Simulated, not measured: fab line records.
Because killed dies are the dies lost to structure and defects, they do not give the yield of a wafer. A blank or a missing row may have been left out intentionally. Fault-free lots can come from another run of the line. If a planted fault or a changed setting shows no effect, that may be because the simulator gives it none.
One fault seen from 2 desks    flow gf180mcu    numbers are kept per desk, each desk with only its own; the story behind them comes last

DESK OF THE TOOL OWNER: pvd_sputter-03
The tool's own readings at GF_M1_SPUTTER_03 (material Ti, target thk 10 nm, time 6.7 s): means of the sampled wafers that have a number, for each lot that ran on this tool. A lot is out of limits, marked OUT, if its mean lies more than 4 standard deviations from the usual mean; the brackets give that distance.
Columns: A = throttle_valve_pct at GF_M1_SPUTTER_03, usual 30.2 %
lot   first seen here  A
L116  day 20 04:19     29.2
L119  day 21 04:18     30.6
L120  day 21 12:45     29.8
This desk's finding: nothing out of limits on any of the 3 lots.

METROLOGY DESK
Means of the sampled wafers that have a number, per lot and without regard to the tool the lot ran on: this is what the gauges read. A lot is out of limits, marked OUT, if its mean lies more than 4 standard deviations from the usual mean; the brackets give that distance.
Columns: A = CONTACT_W_RS at GF_CONTACT_RS_MEAS_25, usual 0.385 ohm/sq; B = CONTACT_W_THK at GF_CONTACT_THK_MEAS_26, usual 291 nm
lot   first seen here  A      B
L107  day 16 14:07     0.388  291
L116  day 20 03:44     0.381  291
L119  day 21 03:40     0.382  291
L120  day 21 12:10     0.385  289
L128  day 24 05:11     0.376  296
L129  day 24 14:27     0.383  293
This desk's finding: nothing out of limits on any of the 6 lots.

BROUGHT TOGETHER
The tool owner's desk saw nothing out of limits.
Nothing out of limits was seen by the metrology desk.

WHAT THE SIMULATOR HAD PUT IN
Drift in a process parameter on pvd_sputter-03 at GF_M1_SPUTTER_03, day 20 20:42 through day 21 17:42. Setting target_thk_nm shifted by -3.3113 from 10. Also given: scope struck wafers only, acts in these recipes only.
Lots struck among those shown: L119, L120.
